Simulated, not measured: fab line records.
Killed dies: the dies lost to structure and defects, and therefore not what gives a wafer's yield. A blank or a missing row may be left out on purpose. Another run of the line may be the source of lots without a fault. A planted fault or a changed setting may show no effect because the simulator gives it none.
fab line records -- flow sky130
record: lots: 6, wafers: 17, lastDay: 50
route steps=708 shown LDD_P@263 LDD_HVN@267 LDD_HVP@278 PAD_OPEN@708
lots with no fault: from the same line, run without faults
startH: start of the lot's first displayed wafer, in hours after the record's first day -- waitH: hours since the lot's step before -- " the same as in the row above -- L1.1+2: several wafers, shown together as one row -- - no value, or no start was given -- * or withheld: withheld -- < > ~ a bound
route shown NAME@n: NAME is a module with steps in the file, n the number in the route of the first one -- usual: mean and standard deviation over wafers with no fault -- same: alike in all rows -- chamber/n: place in a boat -- sites: readings site by site -- _std_site: the standard deviation of these -- _edge_site: mean of outer sites minus mean of inner sites -- radiusMm: for every site, how far away it sits from the centre of the wafer -- mask NAME#n: copy n -- behind: the last tool/chamber to shape the wafer -- hold: what put the lot on hold/how long, in hours/how the hold closed -- device: whichever transistor did not switch (one of n, p or np) -- end of line: tests run on the same wafers once the route is complete -- a step without rows: its recipe alone -- killed: dies lost to structure and defects at the first sort, not the wafer's yield -- map: a wafer's dies, marking killed ones x, the rest . and places with no die _
set.NAME: the run value of the setting; set.NAME@STEP: its run value at that earlier step -- model.NAME: the simulator's own value behind a step, which no gauge read
lots at some steps of the route; a table a step, a row a wafer
services: from which hour (startH, from the record's first day; less than 0 if before it) a tool's chamber was out of use, for how many hours, and why
== steps ==
step: SKY_LDD_P_OVL_MEAS_08
usual: LDD_P_OVL: -0.1/1.2
lot.wafer,tool,chamber,startH,waitH,LDD_P_OVL[nm]
L158.3,overlay-01,-,568.29,0.1,-1.6
L158.4,overlay-01,-,568.29,0.1,-1.3
L158.5,overlay-01,-,568.29,0.1,-0.9
L167.1,overlay-01,-,577.72,0.1,-0.8
L167.2,overlay-01,-,577.72,0.1,0.2
L167.5,overlay-01,-,577.72,0.1,-0.1
L169.2,overlay-01,-,579.93,0.1,1.2
L169.3,overlay-01,-,579.93,0.1,-1.2
L169.6,overlay-01,-,579.93,0.1,-0.8
L170.3,overlay-02,-,582.69,0.1,-2.2
L170.5,overlay-02,-,582.69,0.1,0.7
L170.6,overlay-02,-,582.69,0.1,-0.5
L172.3,overlay-01,-,593.49,0.1,-0.1
L172.6,overlay-01,-,593.49,0.1,0.3
L176.1,overlay-02,-,624.22,0.1,-0.8
L176.2,overlay-02,-,624.22,0.1,0.6
L176.5,overlay-02,-,624.22,0.1,-0.5
step: SKY_LDD_P_IMPLANT_09
recipe: species: BF2, energyKev: 25, doseCm2: 1e+13, tiltDeg: withheld
step: SKY_LDD_P_STRIP_10
recipe: chemistry: O2/N2, powerW: 1400, pressureMtorr: 1500, platenTempC: withheld, o2FlowSccm: 3000, n2FlowSccm: 300, overashFraction: 0.5
usual: drypumpMotorCurrentA: 5.6/0.52, oesProductAu: 0.716/0.0043, stripTimeToEndpointS: 14.15/0.04
same: overashFraction: 0.5
lot.wafer,tool,chamber,startH,waitH,drypumpMotorCurrentA,oesProductAu,rfHoursCounterH,stripTimeToEndpointS
L158.3,plasmaAsher-01,1,568.49,0.1,5.6,0.713,-,14.07
L158.4,plasmaAsher-01,0,568.49,0.1,5.3,0.722,-,14.09
L158.5,plasmaAsher-01,0,568.49,0.1,5.3,0.712,-,14.08
L167.1,plasmaAsher-03,1,577.91,0.1,4.9,0.708,14,14.15
L167.2,plasmaAsher-03,0,577.91,0.1,5.8,0.716,14,14.14
L167.5,plasmaAsher-03,0,577.91,0.1,5.8,0.710,-,14.16
L169.2,plasmaAsher-02,0,580.11,0.1,6.8,0.715,78,14.18
L169.3,plasmaAsher-02,1,580.11,0.1,5.3,0.711,-,14.14
L169.6,plasmaAsher-02,0,580.11,0.1,6.7,0.724,-,14.17
L170.3,plasmaAsher-03,0,582.89,0.1,5.8,0.710,-,14.17
L170.5,plasmaAsher-03,1,582.89,0.1,4.9,0.715,-,14.16
L170.6,plasmaAsher-03,0,582.89,0.1,5.8,0.718,-,14.14
L172.3,plasmaAsher-01,0,593.70,0.1,5.3,0.714,-,14.19
L172.6,plasmaAsher-01,1,593.70,0.1,5.6,0.707,-,14.18
L176.1,plasmaAsher-02,1,624.41,0.1,5.3,0.718,82,14.16
L176.2,plasmaAsher-02,0,624.41,0.1,6.8,0.710,82,14.11
L176.5,plasmaAsher-02,0,624.41,0.1,6.8,0.715,-,14.10
step: SKY_LDD_P_TW_MEAS_11
usual: LDD_P_TW: 632/5.1
lot.wafer,tool,chamber,startH,waitH,LDD_P_TW
L158.3,filmMetro-04,-,568.58,0.1,639
L158.4,filmMetro-04,-,568.58,0.1,634
L158.5,filmMetro-04,-,568.58,0.1,633
L167.1,filmMetro-01,-,578.01,0.1,622
L167.2,filmMetro-01,-,578.01,0.1,625
L167.5,filmMetro-01,-,578.01,0.1,628
L169.2,filmMetro-03,-,580.22,0.1,634
L169.3,filmMetro-03,-,580.22,0.1,636
L169.6,filmMetro-03,-,580.22,0.1,634
L170.3,filmMetro-03,-,582.98,0.1,632
L170.5,filmMetro-03,-,582.98,0.1,634
L170.6,filmMetro-03,-,582.98,0.1,634
L172.3,filmMetro-03,-,593.78,0.1,636
L172.6,filmMetro-03,-,593.78,0.1,633
L176.1,filmMetro-04,-,624.51,0.1,631
L176.2,filmMetro-04,-,624.51,0.1,628
L176.5,filmMetro-04,-,624.51,0.1,628
step: SKY_LDD_HVN_DEHYDRATE_00
recipe: tempC: 200, timeS: 60
step: SKY_LDD_HVN_HMDS_01
recipe: primeTimeS: 60, primeTempC: 120
step: SKY_LDD_HVN_COAT_02
recipe: resist: NOVOLAK, spinRpm: 3000, resistThkNm: 300
step: SKY_LDD_HVN_SOFTBAKE_03
recipe: tempC: 90, timeS: 60, resist: NOVOLAK
step: SKY_LDD_HVN_EXPOSE_04
recipe: maskId: HVNTM, na: 0.6, sourceShape: conventional, sigmaOuter: 0.6, polarization: unpolarized, targetCdNm: 700, doseMj: 127
step: SKY_LDD_HVN_PEB_05
recipe: tempC: withheld, timeS: *, resist: NOVOLAK
step: SKY_LDD_HVN_DEVELOP_06
recipe: resist: NOVOLAK, developer: TMAH, developTimeS: 60, devTempC: 23
step: SKY_LDD_HVN_OVL_MEAS_07
usual: LDD_HVN_OVL: 0.2/1.6
lot.wafer,tool,chamber,startH,waitH,LDD_HVN_OVL[nm]
L158.3,overlay-02,-,597.55,0.1,-0.6
L158.4,overlay-02,-,597.55,0.1,-1.9
L158.5,overlay-02,-,597.55,0.1,-1.4
L167.1,overlay-02,-,607.49,0.1,2.7
L167.2,overlay-02,-,607.49,0.1,2.5
L167.5,overlay-02,-,607.49,0.1,1.3
L169.2,overlay-01,-,609.40,0.1,2.8
L169.3,overlay-01,-,609.40,0.1,2.8
L169.6,overlay-01,-,609.40,0.1,1.8
L170.3,overlay-02,-,612.07,0.1,1.9
L170.5,overlay-02,-,612.07,0.1,1.4
L170.6,overlay-02,-,612.07,0.1,0.9
L172.3,overlay-01,-,622.71,0.1,1.6
L172.6,overlay-01,-,622.71,0.1,0.6
L176.1,overlay-01,-,652.76,0.1,-0.8
L176.2,overlay-01,-,652.76,0.1,-1.5
L176.5,overlay-01,-,652.76,0.1,-1.2
step: SKY_LDD_HVN_IMPLANT_08
recipe: species: P, energyKev: 60, doseCm2: 3e+13, tiltDeg: 40
lot.wafer,tool,chamber,startH,waitH
L158.3+4+5,implanter-01,0,597.63,0.1
L167.1+2+5,implanter-04,0,607.53,0.0
L169.2+3+6,implanter-02,0,609.46,0.0
L170.3+5+6,implanter-04,0,612.14,0.1
L172.3+6,implanter-04,0,622.78,0.1
L176.1+2+5,implanter-02,0,652.79,0.0
step: SKY_LDD_HVN_STRIP_09
recipe: chemistry: O2/N2, powerW: 1400, pressureMtorr: 1500, platenTempC: withheld, o2FlowSccm: 3000, n2FlowSccm: 300, overashFraction: 0.5
usual: drypumpMotorCurrentA: 5.8/0.65, oesProductAu: 0.408/0.0043, stripTimeToEndpointS: 4.136/0.013
same: overashFraction: 0.5
lot.wafer,tool,chamber,startH,waitH,drypumpMotorCurrentA,oesProductAu,rfHoursCounterH,stripTimeToEndpointS
L158.3,plasmaAsher-04,0,597.76,0.1,5.2,0.413,-,4.146
L158.4,plasmaAsher-04,1,597.76,0.1,6.5,0.408,-,4.146
L158.5,plasmaAsher-04,1,597.76,0.1,6.5,0.407,-,4.130
L167.1,plasmaAsher-04,0,607.68,0.1,5.3,0.407,90,4.142
L167.2,plasmaAsher-04,1,607.68,0.1,6.5,0.410,90,4.139
L167.5,plasmaAsher-04,0,607.68,0.1,5.3,0.412,-,4.129
L169.2,plasmaAsher-03,1,609.58,0.1,5.0,0.411,17,4.145
L169.3,plasmaAsher-03,0,609.58,0.1,5.8,0.415,-,4.137
L169.6,plasmaAsher-03,1,609.58,0.1,5.0,0.412,-,4.130
L170.3,plasmaAsher-03,0,612.28,0.1,5.8,0.408,-,4.126
L170.5,plasmaAsher-03,1,612.28,0.1,4.9,0.406,-,4.130
L170.6,plasmaAsher-03,0,612.28,0.1,5.8,0.408,-,4.112
L172.3,plasmaAsher-02,1,622.92,0.1,5.3,0.410,-,4.138
L172.6,plasmaAsher-02,1,622.92,0.1,5.3,0.409,-,4.122
L176.1,plasmaAsher-02,0,652.94,0.1,6.7,0.409,85,4.146
L176.2,plasmaAsher-02,1,652.94,0.1,5.3,0.404,85,4.129
L176.5,plasmaAsher-02,1,652.94,0.1,5.3,0.408,-,4.147
step: SKY_LDD_HVN_TW_MEAS_10
usual: LDD_HVN_TW: 1432/7.1
lot.wafer,tool,chamber,startH,waitH,LDD_HVN_TW
L158.3,filmMetro-02,-,597.85,0.1,1423
L158.4,filmMetro-02,-,597.85,0.1,1420
L158.5,filmMetro-02,-,597.85,0.1,1419
L167.1,filmMetro-03,-,607.78,0.1,1429
L167.2,filmMetro-03,-,607.78,0.1,1441
L167.5,filmMetro-03,-,607.78,0.1,1439
L169.2,filmMetro-04,-,609.69,0.1,1429
L169.3,filmMetro-04,-,609.69,0.1,1425
L169.6,filmMetro-04,-,609.69,0.1,1433
L170.3,filmMetro-04,-,612.36,0.1,1458
L170.5,filmMetro-04,-,612.36,0.1,1434
L170.6,filmMetro-04,-,612.36,0.1,1430
L172.3,filmMetro-04,-,623.00,0.1,1468
L172.6,filmMetro-04,-,623.00,0.1,1430
L176.1,filmMetro-02,-,653.04,0.1,1435
L176.2,filmMetro-02,-,653.04,0.1,1427
L176.5,filmMetro-02,-,653.04,0.1,1426
step: SKY_LDD_HVP_DEHYDRATE_00
recipe: tempC: 200, timeS: 60
step: SKY_PAD_OPEN_PROBE_99
usual: killed_at_M0_to_M3: 42/7.3, killed_at_M4_up: 3.4/2, killedAtContacts: 24/5.8, killedAtFrontEnd: 15/4.6, killedAtOther: 0.3/0.62, killedDies: 84/9.8, killedOpen: 47/6.9, killedShort: 38/6.3
same: grossDies: 492, killedAtBackSide: 0
lot.wafer,tool,chamber,startH,waitH,killed_at_M0_to_M3,killed_at_M4_up,killedAtContacts,killedAtFrontEnd,killedAtOther,killedDies,killedOpen,killedShort,model.etest.tip_n_5v.rsOhmSq
L158.3,prober-02,-,1166.80,0.2,34,4,27,15,0,80,40,40,1409
L158.4,prober-02,-,1166.85,0.2,45,6,28,15,0,94,49,45,1411
L158.5,prober-02,-,1166.90,0.2,37,9,29,22,1,98,53,45,1391
L167.1,prober-02,-,1171.20,0.1,55,1,18,8,0,82,40,42,1387
L167.2,prober-02,-,1171.25,0.1,47,4,26,11,0,88,40,48,1380
L167.5,prober-02,-,1171.40,0.2,49,4,30,3,0,86,46,40,1387
L169.2,prober-01,-,1172.62,0.1,40,3,27,11,1,82,45,37,1390
L169.3,prober-01,-,1172.67,0.2,35,7,36,16,0,94,51,43,1394
L169.6,prober-01,-,1172.82,0.2,30,3,20,13,0,66,33,33,1398
L170.3,prober-01,-,1175.67,0.2,41,5,35,19,1,101,54,47,1341
L170.5,prober-01,-,1175.77,0.2,48,6,21,14,0,89,56,33,1407
L170.6,prober-01,-,1175.82,0.2,45,5,25,19,0,94,45,49,1407
L172.3,prober-02,-,1180.53,0.2,33,3,31,23,1,91,52,39,1296
L172.6,prober-02,-,1180.68,0.2,26,4,28,14,0,72,39,33,1355
L176.1,prober-02,-,1199.26,0.1,44,0,28,20,0,92,47,45,1382
L176.2,prober-02,-,1199.31,0.1,40,2,28,8,0,78,47,31,1388
L176.5,prober-02,-,1199.46,0.2,47,4,41,25,1,118,63,55,1375
killed by level:class
L158.3 VIA3:geometricParticle:open=7 LI_CONTACT:geometricParticle:open=6 VIA2:geometricParticle:open=6 LOCAL_INTERCONNECT:geometricParticle:short=6 POLY_GATE:geometricParticle:short=5 CONTACT:geometricParticle:short=5 CONTACT:geometricParticle:open=5 METAL1:geometricParticle:short=5
L158.4 LI_CONTACT:geometricParticle:open=11 METAL1:geometricParticle:short=9 CONTACT:geometricParticle:open=8 VIA2:geometricParticle:open=7 VIA3:geometricParticle:open=7 VIA1:geometricParticle:open=5 FIELD_ISO:geometricParticle:short=4 POLY_GATE:geometricParticle:short=4
L158.5 VIA1:geometricParticle:open=11 CONTACT:geometricParticle:short=8 POLY_GATE:geometricParticle:open=7 LI_CONTACT:geometricParticle:open=7 POLY_GATE:geometricParticle:short=6 CONTACT:geometricParticle:open=6 VIA2:geometricParticle:short=6 FIELD_ISO:geometricParticle:short=5
L167.1 VIA1:geometricParticle:open=11 VIA3:geometricParticle:open=10 CONTACT:geometricParticle:open=9 METAL2:geometricParticle:short=7 VIA2:geometricParticle:short=7 METAL1:geometricParticle:short=5 VIA2:geometricParticle:open=5 VIA1:geometricParticle:short=5
L167.2 CONTACT:geometricParticle:short=8 METAL2:geometricParticle:short=6 VIA1:geometricParticle:short=6 VIA1:geometricParticle:open=6 VIA3:geometricParticle:open=6 LI_CONTACT:geometricParticle:open=5 CONTACT:geometricParticle:open=5 METAL1:geometricParticle:short=5
L167.5 VIA1:geometricParticle:open=12 CONTACT:geometricParticle:open=11 VIA2:geometricParticle:open=10 LOCAL_INTERCONNECT:geometricParticle:short=7 LI_CONTACT:geometricParticle:open=6 VIA3:geometricParticle:short=6 VIA1:geometricParticle:short=5 METAL1:geometricParticle:short=4
L169.2 VIA1:geometricParticle:open=10 CONTACT:geometricParticle:open=9 LI_CONTACT:geometricParticle:open=7 VIA3:geometricParticle:open=7 METAL1:geometricParticle:short=5 LOCAL_INTERCONNECT:geometricParticle:short=4 CONTACT:geometricParticle:short=4 VIA1:geometricParticle:short=4
L169.3 CONTACT:geometricParticle:open=11 LI_CONTACT:geometricParticle:open=9 CONTACT:geometricParticle:short=6 VIA3:geometricParticle:open=6 VIA1:geometricParticle:open=6 POLY_GATE:geometricParticle:short=5 LOCAL_INTERCONNECT:geometricParticle:short=5 METAL2:geometricParticle:short=5
L169.6 CONTACT:geometricParticle:open=8 METAL2:geometricParticle:short=8 FIELD_ISO:geometricParticle:short=7 VIA1:geometricParticle:open=6 VIA2:geometricParticle:open=6 METAL1:geometricParticle:short=4 LI_CONTACT:geometricParticle:open=4 CONTACT:geometricParticle:short=4
L170.3 VIA1:geometricParticle:open=11 CONTACT:geometricParticle:short=9 CONTACT:geometricParticle:open=9 LI_CONTACT:geometricParticle:open=7 FIELD_ISO:geometricParticle:open=6 VIA2:geometricParticle:open=6 VIA3:geometricParticle:short=6 LOCAL_INTERCONNECT:geometricParticle:short=5
L170.5 VIA1:geometricParticle:open=15 VIA3:geometricParticle:open=9 CONTACT:geometricParticle:open=7 POLY_GATE:geometricParticle:open=6 METAL1:geometricParticle:short=6 METAL2:geometricParticle:short=6 VIA2:geometricParticle:open=6 LI_CONTACT:geometricParticle:open=4
L170.6 VIA1:geometricParticle:open=9 VIA2:geometricParticle:open=9 METAL2:geometricParticle:short=7 LI_CONTACT:geometricParticle:open=7 CONTACT:geometricParticle:open=7 POLY_GATE:geometricParticle:short=6 CONTACT:geometricParticle:short=5 METAL1:geometricParticle:short=5
L172.3 VIA1:geometricParticle:open=13 CONTACT:geometricParticle:open=11 POLY_GATE:geometricParticle:short=9 LI_CONTACT:geometricParticle:open=7 POLY_GATE:geometricParticle:open=6 LOCAL_INTERCONNECT:geometricParticle:short=5 CONTACT:geometricParticle:short=5 VIA2:geometricParticle:open=5
L172.6 VIA1:geometricParticle:open=8 CONTACT:geometricParticle:open=8 LI_CONTACT:geometricParticle:open=6 LOCAL_INTERCONNECT:geometricParticle:short=6 CONTACT:geometricParticle:short=5 POLY_GATE:geometricParticle:open=4 POLY_GATE:geometricParticle:short=4 VIA3:geometricParticle:open=4
L176.1 VIA1:geometricParticle:open=10 CONTACT:geometricParticle:short=8 LI_CONTACT:geometricParticle:open=8 VIA1:geometricParticle:short=6 VIA2:geometricParticle:open=6 FIELD_ISO:geometricParticle:short=5 CONTACT:geometricParticle:open=5 VIA3:geometricParticle:open=5
L176.2 VIA1:geometricParticle:open=13 CONTACT:geometricParticle:open=11 LI_CONTACT:geometricParticle:open=7 LOCAL_INTERCONNECT:geometricParticle:short=6 VIA3:geometricParticle:open=5 VIA2:geometricParticle:open=5 METAL2:geometricParticle:short=4 POLY_GATE:geometricParticle:open=3
L176.5 CONTACT:geometricParticle:open=16 VIA1:geometricParticle:short=12 VIA1:geometricParticle:open=12 LI_CONTACT:geometricParticle:open=10 POLY_GATE:geometricParticle:short=7 CONTACT:geometricParticle:short=7 VIA2:geometricParticle:open=6 FIELD_ISO:geometricParticle:open=5
== services ==
tool,chamber,startH,hours,kind
plasmaAsher-04,-,557.51,2.8,pm
implanter-04,-,565.97,0.5,repair
plasmaAsher-04,-,579.41,1.6,repair
implanter-02,-,581.49,0.8,repair
plasmaAsher-02,-,620.33,0.7,repair
plasmaAsher-02,-,631.58,2.8,repair
== key ==
firstSign: step: SKY_LDD_HVN_TW_MEAS_10, reading: LDD_HVN_TW, direction: up, sigmas: 4.4, usual: 1432, struck: 1463
effect none on later readings
modelEffect: step: SKY_PAD_OPEN_PROBE_99, value: etest.tip_n_5v.rsOhmSq, without: 1384, struck: 1318
metAt SKY_LDD_HVN_IMPLANT_08
struckWafers L170.3,L172.3
testerLeftOut L170,L172
onsetBetween 607.53 612.14
fault: kind: processParameterDrift, tool: implanter-04, chamber: -, onsetH: 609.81, steps: SKY_LDD_HVN_IMPLANT_08, channel: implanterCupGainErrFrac, offset: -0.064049, shape: step, endH: 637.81, scope: struckWafersOnly
testerLeftOut: of these lots the tester's yield and bins aren't shown, on N5 and GAA mostly nor the transistor test; their killed dies are dies lost to structure and defects alone, not to doping, threshold or leakage, so they don't give the yield
